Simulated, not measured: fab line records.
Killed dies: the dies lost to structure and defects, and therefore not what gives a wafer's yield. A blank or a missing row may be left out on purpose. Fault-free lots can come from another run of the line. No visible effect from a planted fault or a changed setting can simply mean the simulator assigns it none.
Matching of chambers | flow gf180mcu | 4 sister chambers for GF_CONTACT_CMP_04 on cmp-02
The step polishes SiO2. 4 wafers are shown with their chamber, then 7 later ones without.

== WAFERS PAIRED WITH THEIR CHAMBERS ==
wafer  | chamber | motor_current_A (A)
L351.1 | 1       | 12.9
L351.2 | 0       | 11.1
L353.3 | 3       | 12.2
L353.4 | 2       | 9.7

== WAFERS WITHOUT THEIR CHAMBER ==
wafer  | motor_current_A (A)
L353.5 | 9.5
L354.3 | 9.8
L354.4 | 12.6
L354.6 | 13.1
L355.1 | 13.0
L355.5 | 12.6
L355.6 | 9.6

== WHICH CHAMBER EACH ONE RAN IN ==
wafer  | from the rows above     | in truth
L353.5 | 2                       | 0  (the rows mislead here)
L354.3 | 2                       | 2
L354.4 | can't be placed: 1 or 3 | 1
L354.6 | 1                       | 1
L355.1 | 1                       | 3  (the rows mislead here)
L355.5 | can't be placed: 1 or 3 | 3
L355.6 | 2                       | 2
Correct placement for 3 of the 7. Cannot be placed on the basis of these rows: 2; the candidates contain the true chamber in 2. Number placed wrongly: 2.
How it was worked out, from the rows above alone: a wafer's distance from a chamber is the root of the sum, over the readings, of the square of ((its reading less the chamber's mean) divided by the reading's scatter). The wafer belongs to the nearest chamber; if the next one is less than 2 further off, it can't be placed. The mean given for a chamber averages the wafers shown for that chamber. The scatter (one wafer shown for each chamber): square how far every hidden wafer sits from the nearest shown wafer, average those squares and take the square root.
